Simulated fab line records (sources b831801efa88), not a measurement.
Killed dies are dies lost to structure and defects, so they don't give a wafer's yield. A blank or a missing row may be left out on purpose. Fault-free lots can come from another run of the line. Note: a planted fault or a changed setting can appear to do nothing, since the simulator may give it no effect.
Matching of chambers / flow sky130 / 4 sister chambers for SKY_FIELD_ISO_ETCH_15 on rie_diel-03
The step etches the open film in CHF3/O2, stops on Si, target depth 180 nm, time 72 s. 4 wafers are shown with their chamber, then 7 later ones without.

## WAFERS, EACH WITH ITS CHAMBER
wafer=L836.2; chamber=3; drypump_motor_current_A (A)=6.2
wafer=L852.1; chamber=1; drypump_motor_current_A (A)=6.0
wafer=L853.1; chamber=2; drypump_motor_current_A (A)=5.8
wafer=L853.2; chamber=0; drypump_motor_current_A (A)=5.5

## WAFERS WITH NO CHAMBER GIVEN
wafer=L853.4; drypump_motor_current_A (A)=6.3
wafer=L856.3; drypump_motor_current_A (A)=5.7
wafer=L856.4; drypump_motor_current_A (A)=6.0
wafer=L856.6; drypump_motor_current_A (A)=6.0
wafer=L859.2; drypump_motor_current_A (A)=6.2
wafer=L859.3; drypump_motor_current_A (A)=6.0
wafer=L859.4; drypump_motor_current_A (A)=5.5

## THE CHAMBER EACH PASSED THROUGH
wafer=L853.4; from the rows above=3; in truth=3
wafer=L856.3; from the rows above=can't be placed: 2 or 0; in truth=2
wafer=L856.4; from the rows above=1; in truth=1
wafer=L856.6; from the rows above=1; in truth=1
wafer=L859.2; from the rows above=3; in truth=3
wafer=L859.3; from the rows above=1; in truth=1
wafer=L859.4; from the rows above=0; in truth=0
Correctly placed: 6 of 7. From these rows, 1 cannot be placed; in 1 the true chamber is one of the candidates. Number placed wrongly: 0.
How it was worked out, from the rows above alone: a wafer's distance from a chamber is the root of the sum, over the readings, of the square of ((its reading less the chamber's mean) divided by the reading's scatter). If the next closest chamber is less than 2 further off than the closest, the wafer can't be placed; otherwise it belongs to the closest. Each chamber's mean is taken over the wafers shown for it. The scatter: root of mean squared gap, hidden wafer to nearest shown wafer, with one shown wafer a chamber.
